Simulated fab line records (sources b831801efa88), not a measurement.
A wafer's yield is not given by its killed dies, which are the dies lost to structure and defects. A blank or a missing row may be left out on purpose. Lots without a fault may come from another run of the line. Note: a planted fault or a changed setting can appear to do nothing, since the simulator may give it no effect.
Which tool is to blame? | flow gf180mcu | 14 lots with 42 wafers sampled at 4 steps, on a route of 602 steps

WHAT THE GAUGES READ, wafer by wafer
GF_V4_THK_MEAS_01. Usual: for V4_CVD_00_THK the level is 599 nm and the standard deviation is 6.2.
lot  | measured     | on            | V4_CVD_00_THK (nm) | flag
L989 | day 23 06:47 | film metro-03 | 591 591 595        |
L990 | day 23 16:34 | film metro-01 | 593 595 598        |
L991 | day 24 02:13 | film metro-01 | 611 602 604        |
L992 | day 24 12:09 | film metro-01 | 590 599 588        |
L993 | day 24 15:54 | film metro-04 | 599 596 593        |
L994 | day 25 04:25 | film metro-04 | 592 596 592        |
L995 | day 25 14:32 | film metro-03 | 596 594 594        |
L996 | day 25 22:37 | film metro-04 | 602 596 608        |
L102 | day 27 19:57 | film metro-04 | 608 604 605        |
L103 | day 27 22:01 | film metro-04 | 604 595 590        |
L105 | day 28 23:08 | film metro-01 | 598 591 595        |
L106 | day 29 03:08 | film metro-04 | 611 603 604        |
L108 | day 29 14:14 | film metro-03 | 597 589 605        |
L110 | day 30 04:24 | film metro-04 | 594 606 599        |

EACH LOT AND THE TOOL THAT RAN IT (in order: tool; ch and the chambers of the sampled wafers; start)
lot  | GF_STI_CMP_25                | GF_V3_ETCH_16                      | GF_M4_SPUTTER_04
L989 | cmp-01 ch 0,1, day 2 04:32   | rie diel-03 ch 0,1,2, day 22 05:35 | pvd sputter-02, day 22 07:08
L990 | cmp-01 ch 1,2, day 2 09:41   | rie diel-03 ch 0,2, day 22 15:17   | pvd sputter-01, day 22 16:49
L991 | cmp-02 ch 0,3, day 2 14:15   | rie diel-03 ch 0,2, day 23 01:10   | pvd sputter-01, day 23 02:49
L992 | cmp-01 ch 0,2, day 2 19:07   | rie diel-03 ch 0,2, day 23 11:38   | pvd sputter-04, day 23 13:11
L993 | cmp-01 ch 0,2, day 3 00:26   | rie diel-04 ch 0,2,3, day 23 15:20 | pvd sputter-04, day 23 16:58
L994 | cmp-02 ch 0,1,3, day 3 05:52 | rie diel-03 ch 0,3, day 24 04:50   | pvd sputter-04, day 24 06:28
L995 | cmp-02 ch 1,2,3, day 3 10:52 | rie diel-03 ch 1,2,3, day 24 14:23 | pvd sputter-02, day 24 15:56
L996 | cmp-02 ch 1,2,3, day 3 14:56 | rie diel-04 ch 0,1, day 24 23:37   | pvd sputter-02, day 25 01:09
L102 | cmp-01 ch 0,1,2, day 4 22:48 | rie diel-01 ch 0,1, day 26 20:46   | pvd sputter-02, day 26 22:40
L103 | cmp-01 ch 1,2,3, day 5 02:01 | rie diel-03 ch 0,1,3, day 26 23:41 | pvd sputter-01, day 27 01:17
L105 | cmp-01 ch 0,2, day 5 14:38   | rie diel-03 ch 0,3, day 28 01:50   | pvd sputter-01, day 28 03:43
L106 | cmp-02 ch 1,2,3, day 5 18:21 | rie diel-01 ch 0,1,3, day 28 05:05 | pvd sputter-02, day 28 06:44
L108 | cmp-02 ch 0,1,3, day 6 06:45 | rie diel-03 ch 1,2,3, day 28 16:22 | pvd sputter-04, day 28 18:19
L110 | cmp-02 ch 0,1, day 6 15:07   | rie diel-04 ch 0,2,3, day 29 07:46 | pvd sputter-04, day 29 09:25
- GF_STI_CMP_25: polishes, stops on Si3N4, t overpolish 33 s, target thk 524.6 nm.
- GF_V3_ETCH_16: etches BARC in N2/H2.
- GF_M4_SPUTTER_04: material TiN, target thk 50 nm, time 41.7 s.

AS READ BY THE TOOLS THEMSELVES (means over the sampled wafers that have a number; for cases with no such wafer, the mark the record gives instead)
GF_STI_CMP_25. Usual: motor current A 11.8 A, standard deviation 0.97; overpolish run s 33.000 s, standard deviation 0.0087; slurry flow ml min 149.9, standard deviation 0.45; time to endpoint s 121 s, standard deviation 3.4.
lot  | tool   | motor current A (A) | overpolish run s (s) | slurry flow ml min | time to endpoint s (s) | flag
L989 | cmp-01 | 10.7                | 32.995               | 150.3              | 119                    |
L990 | cmp-01 | 11.6                | 33.005               | 149.8              | 121                    |
L991 | cmp-02 | 11.2                | 33.006               | 149.7              | 119                    |
L992 | cmp-01 | 11.8                | 32.997               | 149.7              | 124                    |
L993 | cmp-01 | 11.2                | 33.001               | 149.9              | 121                    |
L994 | cmp-02 | 11.5                | 33.001               | 149.7              | 118                    |
L995 | cmp-02 | 12.4                | 32.997               | 149.7              | 125                    |
L996 | cmp-02 | 12.3                | 32.995               | 150.0              | 117                    |
L102 | cmp-01 | 11.4                | 34.849               | 150.5              | 124                    | OFF
L103 | cmp-01 | 12.0                | 34.848               | 149.4              | 116                    | OFF
L105 | cmp-01 | 11.1                | 34.849               | 150.0              | 118                    | OFF
L106 | cmp-02 | 12.3                | 33.006               | 150.0              | 119                    |
L108 | cmp-02 | 11.8                | 33.001               | 149.9              | 123                    |
L110 | cmp-02 | 11.9                | 32.997               | 149.7              | 122                    |

GF_V3_ETCH_16. Usual: drypump motor current A 5.6 A, standard deviation 0.44; oes product au 0.856 a.u., standard deviation 0.0053; throttle valve pct 13.225 %, standard deviation 0.0086.
lot  | tool        | drypump motor current A (A) | oes product au (a.u.) | throttle valve pct (%) | flag
L989 | rie diel-03 | 5.5                         | 0.851                 | 13.224                 |
L990 | rie diel-03 | 5.4                         | 0.855                 | 13.219                 |
L991 | rie diel-03 | 5.5                         | 0.856                 | 13.217                 |
L992 | rie diel-03 | 5.5                         | 0.856                 | 13.221                 |
L993 | rie diel-04 | 6.2                         | 0.855                 | 13.224                 |
L994 | rie diel-03 | 5.3                         | 0.856                 | 13.223                 |
L995 | rie diel-03 | 5.3                         | 0.860                 | 13.227                 |
L996 | rie diel-04 | 5.9                         | 0.854                 | 13.233                 |
L102 | rie diel-01 | 5.2                         | 0.864                 | 13.224                 |
L103 | rie diel-03 | 5.3                         | 0.857                 | 13.227                 |
L105 | rie diel-03 | 5.3                         | 0.855                 | 13.229                 |
L106 | rie diel-01 | 5.5                         | 0.853                 | 13.226                 |
L108 | rie diel-03 | 5.3                         | 0.853                 | 13.223                 |
L110 | rie diel-04 | 6.2                         | 0.851                 | 13.228                 |

GF_M4_SPUTTER_04. Usual: throttle valve pct reads 29.6 % (standard deviation 1).
lot  | tool           | throttle valve pct (%) | flag
L989 | pvd sputter-02 | 30.0                   |
L990 | pvd sputter-01 | 30.5                   |
L991 | pvd sputter-01 | 29.1                   |
L992 | pvd sputter-04 | 29.1                   |
L993 | pvd sputter-04 | 30.4                   |
L994 | pvd sputter-04 | 29.9                   |
L995 | pvd sputter-02 | 29.8                   |
L996 | pvd sputter-02 | 29.3                   |
L102 | pvd sputter-02 | 30.0                   |
L103 | pvd sputter-01 | 29.7                   |
L105 | pvd sputter-01 | 30.6                   |
L106 | pvd sputter-02 | 29.2                   |
L108 | pvd sputter-04 | 29.4                   |
L110 | pvd sputter-04 | 29.6                   |

THE ANSWER, worked out from the rows above alone
Rule: take the mean of a lot's wafers that have a number; if it is more than 3 standard deviations from the usual mean, the lot is off. A lot without any number at a reading at which 4 lots or more have one is off too. All remaining lots with rows at the step are treated as sound. Order of review: gauges by route order, followed by the tools' own readings, for which a lot's mean as printed above is used. The first step at which some lot is off is used, and at that step the reading that is off furthest; a lot without a number counts as furthest.
Off: L102, L103, L105, at GF_STI_CMP_25 (overpolish run s).
A tool fits if, at that step or a process step before it, it ran every lot that is off, and no sound lot after the first of them. One fits: cmp-01 at GF_STI_CMP_25. A fault onset in the window from L993 (day 3 00:26, its last sound lot) to L102 (day 4 22:48, its first lot off) fits.
The tool's own readings at GF_STI_CMP_25 bear it out: on the lots that are off they differ by more than 5 times the standard deviation of the sound lots' means. overpolish run s reads 34.849 s there against 33.000 s on the sound lots.

WHAT THE SIMULATOR HAD PUT IN
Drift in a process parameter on cmp-01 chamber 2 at GF_STI_CMP_25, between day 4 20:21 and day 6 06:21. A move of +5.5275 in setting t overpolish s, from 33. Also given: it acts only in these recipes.
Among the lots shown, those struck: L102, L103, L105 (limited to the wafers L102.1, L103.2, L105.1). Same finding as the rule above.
